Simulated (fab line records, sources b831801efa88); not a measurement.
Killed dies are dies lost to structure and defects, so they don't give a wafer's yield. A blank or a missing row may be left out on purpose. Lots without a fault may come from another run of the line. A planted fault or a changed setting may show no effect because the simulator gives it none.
fab line records | flow sky130
record lots=12 wafers=36 last_day=50
route steps=708 shown GATE_OXIDE@197 RES_PROTECT@214 LDD_N@247 PAD_OPEN@708
lots that met no fault: from a run of the same line without faults
start_h: hours from the record's first day to the start of the lot's first wafer shown | wait_h: hours since the lot's step before | " the same as in the row above | L1.1+2: a row that stands for several wafers | - no value, or no start given | * or withheld: withheld | < > ~ a bound
route shown NAME@n: a module of which the file shows steps, and the number in the route of the first | usual: mean/standard deviation of fault-free wafers | same: alike in all rows | chamber/n: place in a boat | sites: the reading at each site | _std_site: their standard deviation | _edge_site: outer sites' mean less inner sites' | radius_mm: how far each site lies from the wafer's centre | mask NAME#n: copy n | behind: the tool/chamber that last shaped the wafer | hold: why the lot was held/for how many hours/how that ended | device: the transistor (n, p or np) that didn't switch | end of line: the same wafers' tests at the end of the route | a step without rows: its recipe alone | killed: dies lost to structure and defects at the first sort, not the wafer's yield | map: a wafer's dies, x killed, . not, _ none there
set.NAME: the setting as run; set.NAME@STEP: as run at that earlier step | model.NAME: the simulator's own value behind a step, which no gauge read
steps of the route over a sample of lots; a table a step, a row a wafer
services: from which hour (start_h, from the record's first day; less than 0 if before it) a tool's chamber was out of use, for how many hours, and why
## steps
# step SKY_GATE_OXIDE_OVL_MEAS_10
# usual GATE_OXIDE_OVL=0.3/1.5
# columns lot.wafer tool chamber start_h wait_h GATE_OXIDE_OVL[nm]
L161.3 overlay-02 - 315.31 0.1 0.6
L161.5 " - " " -2.3
L161.6 " - " " -1.7
L162.1 overlay-02 - 329.28 0.1 0.9
L162.3 " - " " 1.0
L162.4 " - " " 2.2
L163.2 overlay-02 - 336.74 0.1 -2.7
L163.4 " - " " -0.6
L163.6 " - " " -1.5
L165.2 overlay-02 - 342.91 0.1 1.7
L165.3 " - " " 2.9
L165.6 " - " " 2.7
L166.2 overlay-01 - 361.08 0.1 1.7
L166.3 " - " " -0.5
L166.4 " - " " 0.2
L167.2 overlay-02 - 361.38 0.1 -0.4
L167.3 " - " " 0.3
L167.6 " - " " 0.3
L174.2 overlay-01 - 427.93 0.1 -0.4
L174.3 " - " " -0.9
L174.5 " - " " 0.6
L176.1 overlay-02 - 440.38 0.1 -1.3
L176.2 " - " " -1.5
L176.4 " - " " -0.8
L177.2 overlay-02 - 452.34 0.1 1.4
L177.4 " - " " 2.2
L177.6 " - " " 1.1
L179.1 overlay-01 - 471.33 0.1 1.8
L179.5 " - " " -0.3
L179.6 " - " " 0.4
L180.1 overlay-02 - 481.90 0.1 0.7
L180.3 " - " " 0.2
L180.4 " - " " -0.1
L182.1 overlay-02 - 491.75 0.1 0.9
L182.3 " - " " -1.0
L182.4 " - " " -1.2
# step SKY_GATE_OXIDE_STRIP_13
# recipe chemistry=O2/N2 power_w=1400 pressure_mtorr=1500 platen_temp_c=withheld o2_flow_sccm=3000 n2_flow_sccm=300 overash_fraction=0.5
# usual drypump_motor_current_A=5.7/0.52 o2_flow_sccm=2999/9.7 oes_product_au=0.716/0.0049 strip_time_to_endpoint_s=14.18/0.044
# columns lot.wafer tool chamber start_h wait_h drypump_motor_current_A o2_flow_sccm oes_product_au rf_hours_counter_h strip_time_to_endpoint_s
L161.3 plasma_asher-03 1 315.62 0.0 5.6 2992 0.716 - 14.19
L161.5 " 1 " " 5.5 2988 0.718 - 14.19
L161.6 " 0 " " 6.7 3009 0.721 - 14.20
L162.1 plasma_asher-03 1 329.56 0.0 5.5 3010 0.717 49 14.17
L162.3 " 1 " " 5.5 2995 0.715 - 14.18
L162.4 " 0 " " 6.7 3005 0.710 - 14.17
L163.2 plasma_asher-01 0 337.02 0.0 5.3 2989 0.713 65 14.12
L163.4 " 1 " " 5.6 2997 0.712 - 14.11
L163.6 " 1 " " 5.6 2988 0.718 - 14.09
L165.2 plasma_asher-03 0 343.19 0.0 6.7 2990 0.715 51 14.16
L165.3 " 1 " " 5.5 2990 0.721 - 14.20
L165.6 " 1 " " 5.5 3004 0.710 - 14.17
L166.2 plasma_asher-01 0 361.47 0.0 5.3 3007 0.721 67 14.19
L166.3 " 0 " " 5.2 3011 0.718 - 14.19
L166.4 " 1 " " 5.6 3008 0.713 - 14.24
L167.2 plasma_asher-03 0 361.66 0.0 6.7 3015 0.716 52 14.18
L167.3 " 1 " " 5.5 3004 0.716 - 14.22
L167.6 " 1 " " 5.5 3004 0.717 - 14.17
L174.2 plasma_asher-03 0 428.21 0.0 6.7 2982 0.710 59 14.19
L174.3 " 0 " " 6.6 2988 0.707 - 14.21
L174.5 " 0 " " 6.6 2987 0.719 - 14.23
L176.1 plasma_asher-03 1 440.67 0.0 5.5 2981 0.706 60 14.19
L176.2 " 0 " " 6.7 3004 0.721 60 14.29
L176.4 " 0 " " 6.7 3000 0.715 - 14.19
L177.2 plasma_asher-03 1 452.62 0.0 5.5 3007 0.716 62 14.14
L177.4 " 1 " " 5.5 3003 0.706 - 14.15
L177.6 " 0 " " 6.7 3010 0.716 - 14.13
L179.1 plasma_asher-03 1 471.62 0.0 5.5 3009 0.718 63 14.16
L179.5 " 1 " " 5.5 3005 0.718 - 14.17
L179.6 " 0 " " 6.7 3004 0.717 - 14.19
L180.1 plasma_asher-03 0 482.19 0.0 6.7 2993 0.720 65 14.18
L180.3 " 1 " " 5.5 3016 0.718 - 14.17
L180.4 " 0 " " 6.7 3004 0.716 - 14.20
L182.1 plasma_asher-02 1 492.05 0.0 5.8 2996 0.704 34 14.28
L182.3 " 0 " " 5.3 3010 0.718 - 14.23
L182.4 " 1 " " 5.7 2996 0.719 - 14.21
# step SKY_RES_PROTECT_STRIP_07
# recipe chemistry=O2/N2 power_w=1400 pressure_mtorr=1500 platen_temp_c=withheld o2_flow_sccm=3000 n2_flow_sccm=300 overash_fraction=0.5
# usual drypump_motor_current_A=5.8/0.45 o2_flow_sccm=2999/9.7 oes_product_au=0.518/0.0045 strip_time_to_endpoint_s=23.29/0.034
# columns lot.wafer tool chamber start_h wait_h drypump_motor_current_A o2_flow_sccm oes_product_au rf_hours_counter_h strip_time_to_endpoint_s
L161.3 plasma_asher-03 0 347.53 0.1 6.7 2993 0.514 - 23.32
L161.5 " 0 " " 6.7 2997 0.522 - 23.34
L161.6 " 1 " " 5.5 2999 0.514 - 23.34
L162.1 plasma_asher-03 1 360.93 0.1 5.5 2995 0.525 52 23.29
L162.3 " 1 " " 5.5 2980 0.519 - 23.32
L162.4 " 0 " " 6.7 2988 0.518 - 23.31
L163.2 plasma_asher-02 0 368.49 0.1 5.3 2993 0.506 22 23.27
L163.4 " 1 " " 5.7 3005 0.513 - 23.27
L163.6 " 0 " " 5.3 2990 0.523 - 23.31
L165.2 plasma_asher-03 1 374.45 0.1 5.6 2994 0.518 54 23.27
L165.3 " 0 " " 6.7 2995 0.518 - 23.30
L165.6 " 0 " " 6.7 3010 0.515 - 23.26
L167.2 plasma_asher-04 0 392.14 0.1 5.9 2979 0.524 72 23.31
L167.3 " 1 " " 6.2 2998 0.517 - 23.33
L167.6 " 1 " " 6.2 3005 0.513 - 23.31
L166.2 plasma_asher-03 0 392.40 0.1 6.7 3002 0.516 55 23.32
L166.3 " 0 " " 6.6 2996 0.509 - 23.28
L166.4 " 1 " " 5.5 2997 0.518 - 23.31
L174.2 plasma_asher-02 1 464.35 0.1 5.7 3000 0.524 31 23.26
L174.3 " 0 " " 5.3 3002 0.517 - 23.30
L174.5 " 0 " " 5.3 3003 0.519 - 23.30
L176.1 plasma_asher-02 1 474.85 0.1 5.7 2993 0.510 32 23.26
L176.2 " 0 " " 5.3 2999 0.521 32 23.29
L176.4 " 1 " " 5.7 2992 0.517 - 23.24
L177.2 plasma_asher-04 0 487.34 0.1 5.9 3016 0.522 82 23.19
L177.4 " 1 " " 6.2 2993 0.515 - 23.24
L177.6 " 1 " " 6.2 3007 0.527 - 23.26
L179.1 plasma_asher-03 0 505.40 0.1 6.7 3004 0.513 67 23.31
L179.5 " 1 " " 5.5 3005 0.517 - 23.32
L179.6 " 0 " " 6.7 2996 0.517 - 23.35
L180.1 plasma_asher-02 1 515.45 0.1 5.7 2984 0.525 36 23.33
L180.3 " 0 " " 5.3 2989 0.519 - 23.32
L180.4 " 1 " " 5.7 2993 0.512 - 23.35
L182.1 plasma_asher-04 0 525.85 0.1 5.9 2993 0.519 86 23.30
L182.3 " 1 " " 6.2 2992 0.515 - 23.28
L182.4 " 0 " " 5.9 3007 0.512 - 23.26
# step SKY_LDD_N_IMPLANT_10
# recipe species=As energy_kev=20 dose_cm2=7.5e+13 tilt_deg=withheld rotation_deg=203
# usual dose_ions_cm2=7.501e+13/8e+10 faraday_current_uA=421/8.5
# columns lot.wafer tool chamber start_h wait_h dose_ions_cm2 faraday_current_uA
L161.3 implanter-02 0 413.62 0.1 7.507e+13 419
L161.5 " 0 " " 7.509e+13 432
L161.6 " 0 " " 7.516e+13 405
L162.1 implanter-03 0 423.94 0.1 7.503e+13 418
L162.3 " 0 " " 7.507e+13 424
L162.4 " 0 " " 7.505e+13 415
L163.2 implanter-02 0 434.96 0.1 7.514e+13 416
L163.4 " 0 " " 7.497e+13 425
L163.6 " 0 " " 7.506e+13 412
L165.2 implanter-01 0 437.46 0.1 7.493e+13 432
L165.3 " 0 " " 7.497e+13 414
L165.6 " 0 " " 7.485e+13 415
L167.2 implanter-03 0 457.94 0.1 7.495e+13 430
L167.3 " 0 " " 7.492e+13 426
L167.6 " 0 " " 7.493e+13 419
L166.2 implanter-01 0 458.51 0.1 7.504e+13 418
L166.3 " 0 " " 7.506e+13 408
L166.4 " 0 " " 7.506e+13 425
L174.2 implanter-01 0 528.60 0.1 7.496e+13 421
L174.3 " 0 " " 7.503e+13 428
L174.5 " 0 " " 7.493e+13 436
L176.1 implanter-02 0 539.52 0.1 6.383e+13 364
L176.2 " 0 " " 6.387e+13 358
L176.4 " 0 " " 6.386e+13 351
L177.2 implanter-02 0 552.30 0.1 6.404e+13 353
L177.4 " 0 " " 6.388e+13 361
L177.6 " 0 " " 6.402e+13 367
L179.1 implanter-03 0 570.13 0.1 7.516e+13 407
L179.5 " 0 " " 7.491e+13 413
L179.6 " 0 " " 7.509e+13 434
L180.1 implanter-03 0 578.97 0.1 7.494e+13 423
L180.3 " 0 " " 7.504e+13 441
L180.4 " 0 " " 7.525e+13 426
L182.1 implanter-01 0 589.62 0.1 7.497e+13 415
L182.3 " 0 " " 7.509e+13 415
L182.4 " 0 " " 7.502e+13 437
# step SKY_PAD_OPEN_PROBE_99
# usual killed_at_M0_to_M3=43/7 killed_at_M4_up=3.1/2 killed_at_contacts=24/5.3 killed_at_front_end=15/4.2 killed_at_other=0.4/0.66 killed_dies=86/9.5 killed_on_rim=17/3.9 killed_open=47/7.4 killed_short=38/6.2
# same gross_dies=492 killed_at_back_side=0
# columns lot.wafer tool chamber start_h wait_h killed_at_M0_to_M3 killed_at_M4_up killed_at_contacts killed_at_front_end killed_at_other killed_dies killed_on_rim killed_open killed_short
L161.3 prober-02 - 1083.01 0.2 37 6 20 14 0 77 16 42 35
L161.5 prober-02 - 1083.11 0.2 40 3 22 26 0 91 15 46 45
L161.6 prober-02 - 1083.16 0.2 43 7 20 12 0 82 17 37 44
L162.1 prober-01 - 1090.78 0.1 42 3 23 16 0 84 21 44 39
L162.3 prober-01 - 1090.88 0.2 55 1 34 13 0 103 24 57 46
L162.4 prober-01 - 1090.93 0.2 48 2 20 11 0 81 15 50 31
L163.2 prober-02 - 1097.20 0.1 32 3 30 18 0 83 19 39 44
L163.4 prober-02 - 1097.30 0.2 40 1 15 17 1 74 20 39 33
L163.6 prober-02 - 1097.40 0.2 49 1 12 13 1 76 13 37 38
L165.2 prober-01 - 1098.44 0.1 39 3 36 14 0 92 19 50 42
L165.3 prober-01 - 1098.49 0.2 52 1 33 19 0 105 24 50 55
L165.6 prober-01 - 1098.64 0.2 41 2 21 11 0 75 19 44 31
L167.2 prober-01 - 1113.99 0.1 34 6 26 6 1 73 24 44 29
L167.3 prober-01 - 1114.04 0.2 34 3 19 16 0 72 17 31 40
L167.6 prober-01 - 1114.19 0.2 45 4 27 16 0 92 12 61 31
L166.2 prober-02 - 1115.94 0.1 47 6 19 7 0 79 14 45 34
L166.3 prober-02 - 1115.99 0.2 52 6 32 18 0 108 20 58 48
L166.4 prober-02 - 1116.04 0.2 54 3 19 15 0 91 16 46 43
L174.2 prober-02 - 1159.27 0.1 52 0 19 15 2 88 13 46 42
L174.3 prober-02 - 1159.32 0.2 39 4 23 19 0 85 18 44 41
L174.5 prober-02 - 1159.42 0.2 48 1 28 16 0 93 21 59 34
L176.1 prober-02 - 1162.03 0.1 45 2 26 11 2 86 20 47 37
L176.2 prober-02 - 1162.08 0.1 42 3 22 16 3 86 14 43 41
L176.4 prober-02 - 1162.18 0.2 55 5 40 22 1 123 19 75 47
L177.2 prober-01 - 1172.40 0.1 55 4 19 14 0 92 13 51 40
L177.4 prober-01 - 1172.50 0.2 46 3 21 15 0 85 18 43 42
L177.6 prober-01 - 1172.60 0.2 34 2 25 18 0 79 14 49 30
L179.1 prober-01 - 1181.72 0.1 47 6 21 14 0 88 22 42 46
L179.5 prober-01 - 1181.92 0.2 45 4 30 12 0 91 14 61 30
L179.6 prober-01 - 1181.97 0.2 52 3 22 20 1 98 26 49 49
L180.1 prober-02 - 1185.02 0.1 31 2 24 16 1 74 20 40 33
L180.3 prober-02 - 1185.12 0.2 47 3 28 20 1 99 23 52 46
L180.4 prober-02 - 1185.17 0.2 51 3 24 21 0 99 17 58 41
L182.1 prober-02 - 1193.52 0.1 43 1 24 17 0 85 13 46 39
L182.3 prober-02 - 1193.62 0.2 46 0 21 17 1 85 13 47 38
L182.4 prober-02 - 1193.67 0.2 37 0 19 19 1 76 12 42 34
# killed by level:class
L161.3 VIA1:geometric_particle:open=10 CONTACT:geometric_particle:open=9 VIA3:geometric_particle:open=7 CONTACT:geometric_particle:short=7 METAL2:geometric_particle:short=6 POLY_GATE:geometric_particle:short=4 METAL4:geometric_particle:short=4 VIA1:geometric_particle:short=4
L161.5 VIA1:geometric_particle:open=11 POLY_GATE:geometric_particle:short=7 LI_CONTACT:geometric_particle:open=7 CONTACT:geometric_particle:open=7 FIELD_ISO:geometric_particle:short=6 METAL1:geometric_particle:short=5 VIA2:geometric_particle:open=5 FIELD_ISO:geometric_particle:open=4
L161.6 LI_CONTACT:geometric_particle:open=6 METAL1:geometric_particle:short=6 VIA3:geometric_particle:open=6 LOCAL_INTERCONNECT:geometric_particle:short=5 METAL2:geometric_particle:short=5 VIA2:geometric_particle:open=5 VIA2:geometric_particle:short=5 FIELD_ISO:geometric_particle:short=4
L162.1 VIA1:geometric_particle:open=10 CONTACT:geometric_particle:open=8 LI_CONTACT:geometric_particle:open=6 VIA1:geometric_particle:short=6 VIA2:geometric_particle:open=5 FIELD_ISO:geometric_particle:open=4 CONTACT:geometric_particle:short=4 FIELD_ISO:geometric_particle:short=3
L162.3 VIA1:geometric_particle:open=16 CONTACT:geometric_particle:open=14 VIA3:geometric_particle:open=9 LI_CONTACT:geometric_particle:short=7 LI_CONTACT:geometric_particle:open=7 METAL3:geometric_particle:short=7 VIA1:geometric_particle:short=6 FIELD_ISO:geometric_particle:short=5
L162.4 VIA1:geometric_particle:open=16 CONTACT:geometric_particle:open=6 METAL1:geometric_particle:short=6 VIA3:geometric_particle:open=6 LOCAL_INTERCONNECT:geometric_particle:short=5 VIA2:geometric_particle:open=5 METAL3:geometric_particle:short=5 FIELD_ISO:geometric_particle:open=4
L163.2 CONTACT:geometric_particle:open=9 METAL1:geometric_particle:short=8 VIA1:geometric_particle:open=7 CONTACT:geometric_particle:short=6 FIELD_ISO:geometric_particle:open=5 LI_CONTACT:geometric_particle:open=5 METAL2:geometric_particle:short=5 LOCAL_INTERCONNECT:geometric_particle:short=5
L163.4 VIA1:geometric_particle:open=10 METAL1:geometric_particle:short=6 LI_CONTACT:geometric_particle:open=5 METAL2:geometric_particle:short=5 POLY_GATE:geometric_particle:open=4 FIELD_ISO:geometric_particle:open=4 POLY_GATE:geometric_particle:short=4 CONTACT:geometric_particle:open=4
L163.6 VIA3:geometric_particle:open=8 METAL2:geometric_particle:short=7 VIA1:geometric_particle:open=6 VIA2:geometric_particle:open=6 VIA2:geometric_particle:short=5 FIELD_ISO:geometric_particle:open=4 METAL1:geometric_particle:short=4 VIA1:geometric_particle:short=4
L165.2 LI_CONTACT:geometric_particle:open=14 CONTACT:geometric_particle:short=9 CONTACT:geometric_particle:open=9 VIA2:geometric_particle:open=8 VIA1:geometric_particle:open=7 VIA1:geometric_particle:short=5 FIELD_ISO:geometric_particle:short=4 POLY_GATE:geometric_particle:short=4
L165.3 VIA1:geometric_particle:short=12 VIA1:geometric_particle:open=12 POLY_GATE:geometric_particle:open=8 LI_CONTACT:geometric_particle:open=8 CONTACT:geometric_particle:short=8 CONTACT:geometric_particle:open=8 METAL2:geometric_particle:short=6 FIELD_ISO:geometric_particle:short=5
L165.6 CONTACT:geometric_particle:open=10 VIA1:geometric_particle:short=9 VIA1:geometric_particle:open=8 LI_CONTACT:geometric_particle:open=6 POLY_GATE:geometric_particle:open=5 VIA2:geometric_particle:open=5 VIA3:geometric_particle:open=4 CONTACT:geometric_particle:short=4
L167.2 CONTACT:geometric_particle:open=13 VIA1:geometric_particle:open=10 METAL2:geometric_particle:short=7 LI_CONTACT:geometric_particle:open=5 METAL4:geometric_particle:short=5 CONTACT:geometric_particle:short=4 VIA3:geometric_particle:open=4 LI_CONTACT:geometric_particle:short=3
L167.3 FIELD_ISO:geometric_particle:short=6 CONTACT:geometric_particle:open=6 VIA1:geometric_particle:open=6 METAL2:geometric_particle:short=6 VIA3:geometric_particle:open=5 LOCAL_INTERCONNECT:geometric_particle:short=4 VIA1:geometric_particle:short=4 VIA2:geometric_particle:open=4
L167.6 VIA1:geometric_particle:open=11 LI_CONTACT:geometric_particle:open=10 CONTACT:geometric_particle:open=9 VIA2:geometric_particle:open=7 FIELD_ISO:geometric_particle:open=5 VIA3:geometric_particle:open=5 VIA1:geometric_particle:short=5 POLY_GATE:geometric_particle:short=4
L166.2 VIA1:geometric_particle:open=16 CONTACT:geometric_particle:open=8 VIA3:geometric_particle:open=7 VIA2:geometric_particle:open=7 METAL4:geometric_particle:short=5 LOCAL_INTERCONNECT:geometric_particle:short=4 CONTACT:geometric_particle:short=4 METAL1:geometric_particle:short=4
L166.3 CONTACT:geometric_particle:open=14 VIA1:geometric_particle:open=12 LOCAL_INTERCONNECT:geometric_particle:short=9 VIA1:geometric_particle:short=9 POLY_GATE:geometric_particle:open=6 LI_CONTACT:geometric_particle:open=6 VIA2:geometric_particle:open=6 VIA2:geometric_particle:short=6
L166.4 VIA1:geometric_particle:open=10 VIA2:geometric_particle:open=9 VIA3:geometric_particle:open=9 CONTACT:geometric_particle:open=8 METAL1:geometric_particle:short=7 FIELD_ISO:geometric_particle:short=5 VIA2:geometric_particle:short=5 LI_CONTACT:geometric_particle:open=4
L174.2 VIA1:geometric_particle:open=15 CONTACT:geometric_particle:open=7 VIA1:geometric_particle:short=7 FIELD_ISO:geometric_particle:short=6 LOCAL_INTERCONNECT:geometric_particle:short=6 METAL1:geometric_particle:short=6 VIA2:geometric_particle:open=6 FIELD_ISO:geometric_particle:open=5
L174.3 VIA1:geometric_particle:open=9 LI_CONTACT:geometric_particle:open=8 VIA2:geometric_particle:open=7 POLY_GATE:geometric_particle:short=6 CONTACT:geometric_particle:short=6 FIELD_ISO:geometric_particle:open=4 METAL1:geometric_particle:short=4 METAL3:geometric_particle:short=4
L174.5 VIA3:geometric_particle:open=12 VIA2:geometric_particle:open=9 LI_CONTACT:geometric_particle:open=8 CONTACT:geometric_particle:open=8 VIA1:geometric_particle:open=8 FIELD_ISO:geometric_particle:open=4 LOCAL_INTERCONNECT:geometric_particle:short=4 VIA1:geometric_particle:short=4
L176.1 VIA1:geometric_particle:open=11 VIA2:geometric_particle:open=10 CONTACT:geometric_particle:open=10 METAL2:geometric_particle:short=6 LI_CONTACT:geometric_particle:open=6 FIELD_ISO:geometric_particle:open=5 METAL3:geometric_particle:short=5 LOCAL_INTERCONNECT:geometric_particle:short=4
L176.2 CONTACT:geometric_particle:open=12 VIA2:geometric_particle:open=9 VIA1:geometric_particle:open=8 LI_CONTACT:geometric_particle:open=5 METAL1:geometric_particle:short=5 METAL2:geometric_particle:short=5 VIA1:geometric_particle:short=4 VIA2:geometric_particle:short=4
L176.4 LI_CONTACT:geometric_particle:open=12 CONTACT:geometric_particle:open=12 VIA1:geometric_particle:open=11 VIA2:geometric_particle:open=11 FIELD_ISO:geometric_particle:open=8 CONTACT:geometric_particle:short=7 VIA3:geometric_particle:open=7 METAL2:geometric_particle:short=7
L177.2 VIA1:geometric_particle:open=19 VIA3:geometric_particle:open=8 CONTACT:geometric_particle:open=8 VIA2:geometric_particle:open=7 METAL2:geometric_particle:short=6 METAL1:geometric_particle:short=5 POLY_GATE:geometric_particle:short=4 VIA1:geometric_particle:short=4
L177.4 METAL1:geometric_particle:short=12 VIA1:geometric_particle:open=10 CONTACT:geometric_particle:short=7 CONTACT:geometric_particle:open=5 VIA3:geometric_particle:open=5 METAL2:geometric_particle:short=5 FIELD_ISO:geometric_particle:short=4 LI_CONTACT:geometric_particle:open=4
L177.6 CONTACT:geometric_particle:open=13 VIA1:geometric_particle:open=11 VIA2:geometric_particle:open=8 POLY_GATE:geometric_particle:open=5 FIELD_ISO:geometric_particle:open=4 LOCAL_INTERCONNECT:geometric_particle:short=4 METAL1:geometric_particle:short=4 POLY_GATE:geometric_particle:short=3
L179.1 VIA1:geometric_particle:open=11 LI_CONTACT:geometric_particle:open=10 METAL2:geometric_particle:short=7 VIA2:geometric_particle:open=6 FIELD_ISO:geometric_particle:short=5 VIA2:geometric_particle:short=5 VIA3:geometric_particle:short=5 METAL4:geometric_particle:short=5
L179.5 VIA1:geometric_particle:open=16 CONTACT:geometric_particle:open=14 LI_CONTACT:geometric_particle:open=8 VIA3:geometric_particle:open=8 FIELD_ISO:geometric_particle:open=5 POLY_GATE:geometric_particle:short=4 METAL2:geometric_particle:short=3 LOCAL_INTERCONNECT:geometric_particle:short=3
L179.6 VIA1:geometric_particle:open=15 VIA1:geometric_particle:short=10 CONTACT:geometric_particle:open=8 CONTACT:geometric_particle:short=6 FIELD_ISO:geometric_particle:open=5 METAL2:geometric_particle:short=5 METAL1:geometric_particle:short=4 POLY_GATE:geometric_particle:open=4
L180.1 CONTACT:geometric_particle:open=8 VIA2:geometric_particle:open=7 LOCAL_INTERCONNECT:geometric_particle:short=6 VIA1:geometric_particle:open=6 FIELD_ISO:geometric_particle:short=5 LI_CONTACT:geometric_particle:open=5 CONTACT:geometric_particle:short=5 VIA3:geometric_particle:open=5
L180.3 CONTACT:geometric_particle:open=10 LI_CONTACT:geometric_particle:open=9 VIA1:geometric_particle:open=9 POLY_GATE:geometric_particle:short=7 VIA3:geometric_particle:open=7 VIA1:geometric_particle:short=6 LOCAL_INTERCONNECT:geometric_particle:short=6 METAL2:geometric_particle:short=6
L180.4 VIA1:geometric_particle:open=12 LI_CONTACT:geometric_particle:open=8 VIA3:geometric_particle:open=8 VIA2:geometric_particle:open=7 FIELD_ISO:geometric_particle:open=6 VIA1:geometric_particle:short=6 CONTACT:geometric_particle:open=6 METAL1:geometric_particle:short=5
L182.1 VIA1:geometric_particle:open=11 CONTACT:geometric_particle:open=9 VIA1:geometric_particle:short=8 METAL2:geometric_particle:short=6 CONTACT:geometric_particle:short=5 VIA3:geometric_particle:open=5 VIA2:geometric_particle:open=4 FIELD_ISO:geometric_particle:open=4
L182.3 VIA1:geometric_particle:open=16 LI_CONTACT:geometric_particle:open=11 FIELD_ISO:geometric_particle:short=9 METAL1:geometric_particle:short=6 VIA3:geometric_particle:open=5 FIELD_ISO:geometric_particle:open=4 CONTACT:geometric_particle:open=4 METAL2:geometric_particle:short=4
L182.4 VIA1:geometric_particle:open=11 LI_CONTACT:geometric_particle:open=6 VIA3:geometric_particle:open=6 CONTACT:geometric_particle:open=5 VIA1:geometric_particle:short=5 FIELD_ISO:geometric_particle:short=4 VIA2:geometric_particle:open=4 FIELD_ISO:geometric_particle:open=4
## services
# columns tool chamber start_h hours kind
plasma_asher-03 - 298.33 0.4 repair
implanter-03 - 299.83 3.0 repair
plasma_asher-03 - 300.21 1.9 repair
plasma_asher-02 - 311.71 8.1 repair
plasma_asher-01 - 321.14 3.2 repair
plasma_asher-04 - 324.07 2.8 pm
plasma_asher-02 - 329.38 4.0 pm
implanter-01 - 345.99 1.9 repair
implanter-01 - 346.06 5.4 repair
implanter-01 - 359.43 2.2 repair
implanter-02 - 375.96 2.8 pm
plasma_asher-03 - 376.92 0.8 repair
plasma_asher-03 - 379.36 1.3 repair
implanter-03 - 406.73 11.7 pm
implanter-03 - 459.02 6.3 repair
plasma_asher-04 - 459.88 1.3 repair
implanter-03 - 488.87 6.2 repair
plasma_asher-04 - 512.98 0.6 repair
implanter-01 - 518.52 4.4 pm
plasma_asher-02 - 523.35 11.1 repair
implanter-03 - 532.85 2.6 repair
implanter-02 - 533.45 1.0 repair
plasma_asher-03 - 569.07 1.4 repair
plasma_asher-02 - 578.45 1.5 repair
## key
first_sign step=SKY_LDD_N_IMPLANT_10 reading=dose_ions_cm2 direction=down sigmas=99+ usual=* struck=*
effect step=SKY_LDD_N_IMPLANT_10 reading=faraday_current_uA direction=down sigmas=7.3 usual=421 struck=359
met_at SKY_LDD_N_IMPLANT_10
struck_lots L176,L177
tester_left_out L176,L177
not_acting_at SKY_GATE_OXIDE_OVL_MEAS_10,SKY_GATE_OXIDE_STRIP_13,SKY_RES_PROTECT_STRIP_07
onset_between 434.96 539.52
fault kind=process_parameter_drift tool=implanter-02 chamber=- onset_h=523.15 steps=SKY_LDD_N_IMPLANT_10 channel=dose_cm2 offset=* shape=step end_h=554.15 acts_in=* stated=*
# tester_left_out: of these lots the tester's yield and bins aren't shown, on N5 and GAA mostly nor the transistor test; their killed dies are dies lost to structure and defects alone, not to doping, threshold or leakage, so they don't give the yield
